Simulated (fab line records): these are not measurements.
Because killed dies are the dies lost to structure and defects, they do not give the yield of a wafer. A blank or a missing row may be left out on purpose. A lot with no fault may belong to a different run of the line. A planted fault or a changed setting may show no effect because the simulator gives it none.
A lot that was struck, set against a sound lot | flow sfq_line | 15 out of 325 route steps
Sound: wafers L159.2, L159.4, L159.6. Struck: wafers L164.2, L164.5 (left out: L164.6, a lot-mate that was not struck); the cause follows at the end.
Order at every step that has rows: each side's tool, ch and its chambers, its first start. Under that, the readings that differ: sound wafers | struck wafers | difference of the means | sigmas: that difference in standard deviations of wafers without a fault.
alike: same words and numbers on both sides, and readings whose means sit less than 2 such deviations apart. not compared: any withheld reading, any reading some wafer has no value for, any bound like >300 that may hide the same value, and any number with overlapping values for which the record gives no deviation.
A row with sigmas, a row that says differs or no value, or rows on one side alone: a step with any of these is where the two part. When numbers do not overlap yet have no deviation, they are printed without sigmas and do not part them. A reading that every wafer of one side lacks parts them only if that side has two wafers or more.

first, 1 step without rows for these wafers: SFQ_TRILAYER_M7_STRIP_SOLV_CLEAN_182 (cleans in NMP, time 600 s).
SFQ_TRILAYER_I7_DEP_PECVD_183: deposits SiO2 from SiH4/N2O, time 111.11 s, target thk 500 nm.
  sound on pecvd-01 ch 0,2, day 81 06:27; struck on pecvd-01 ch 2, day 87 17:49
  alike: heater_power_w, susceptor_temp_C, throttle_valve_pct
SFQ_TRILAYER_I7_CMP_CMP_184: polishes SiO2.
  sound on cmp-01 ch 2,3, day 81 10:07; struck on cmp-02 ch 1,2, day 87 17:54
  reading             | sound          | struck  | difference | sigmas
  motor_current_A (A) | 11.6 10.0 11.5 | 9.3 9.6 | -1.6       | -2
  alike: head_pressure_psi, platen_rpm, time_to_endpoint_s
SFQ_I7_BOW_MEAS_946:
  sound: film_metro-03 at day 81 12:38; struck: film_metro-03 at day 87 20:55
  alike: I7_BOW
SFQ_TRILAYER_I7_METRO_MEASURE_185:
  sound: film_metro-03 at day 81 12:56; struck: film_metro-03 at day 87 21:13
  alike: thk_nm
then, 6 steps without rows for these wafers: SFQ_TRILAYER_I7_VIA_LITHO_COAT_192 (resist thk 62 nm); SFQ_TRILAYER_I7_VIA_LITHO_COAT_187 (resist thk 650 nm); SFQ_TRILAYER_I7_VIA_LITHO_SOFTBAKE_191; SFQ_TRILAYER_I7_VIA_LITHO_EXPOSE_188 (exposes mask I7, target cd 1000 nm); SFQ_TRILAYER_I7_VIA_LITHO_PEB_190 (peb time 60 s); SFQ_TRILAYER_I7_VIA_LITHO_DEVELOP_189 (time 60 s).
-- the record jumps here: 4 days lie between the struck wafers' starts before and after --
SFQ_I7_OVL_MEAS_947:
  sound: overlay-02 at day 81 22:20; struck: overlay-02 at day 91 14:42
  alike: I7_OVL
SFQ_TRILAYER_I7_VIA_BARC_OPEN_VIA_ETCH_260: etches BARC in O2, target depth 125 nm, time 41.7 s.
  sound on rie_diel-01 ch 0,1,2, day 81 22:22; struck on rie_diel-02 ch 0,2, day 91 14:44
  reading                                                 | sound             | struck      | difference | sigmas
  oes_product_au (a.u.)                                   | 0.685 0.683 0.683 | 0.808 0.811 | +0.126     | +27
  run_length_s (s)                                        | 70.2 70.4 70.5    | 61.3 60.6   | -9.4       | -20
  model.KrF_of_TRILAYER_I7_VIA_LITHO_COAT_187.thk_nm (nm) | 572 573.7 573.8   | 582.2 580.6 | +8.2       |
  alike: drypump_motor_current_A
  not compared: rf_hours_counter_h
SFQ_TRILAYER_I7_VIA_ETCH_VIA_ETCH_190: etches SiO2 in CHF3, stops on Nb, target depth 260 nm.
  sound on rie_diel-01 ch 0,1,2, day 81 22:25; struck on rie_diel-02 ch 0,2, day 91 14:46
  reading                                                 | sound           | struck      | difference | sigmas
  model.KrF_of_TRILAYER_I7_VIA_LITHO_COAT_187.thk_nm (nm) | 526.7 529.6 529 | 538.2 536.2 | +8.8       |
  alike: drypump_motor_current_A, oes_product_au
SFQ_TRILAYER_I7_VIA_STRIP_STRIP_191: strips in O2.
  sound on rie_metal-01 ch 0,1, day 81 22:31; struck on rie_metal-03 ch 0,1, day 91 14:53
  alike: drypump_motor_current_A, oes_product_au
  not compared: rf_hours_counter_h

== WHERE THEY PART ==
At SFQ_TRILAYER_I7_CMP_CMP_184 first; at SFQ_TRILAYER_I7_VIA_BARC_OPEN_VIA_ETCH_260 last (within this record only). Later steps at which nothing parts them and some readings are alike: SFQ_TRILAYER_I7_VIA_ETCH_VIA_ETCH_190, SFQ_TRILAYER_I7_VIA_STRIP_STRIP_191.

WHY: whatever the simulator had introduced
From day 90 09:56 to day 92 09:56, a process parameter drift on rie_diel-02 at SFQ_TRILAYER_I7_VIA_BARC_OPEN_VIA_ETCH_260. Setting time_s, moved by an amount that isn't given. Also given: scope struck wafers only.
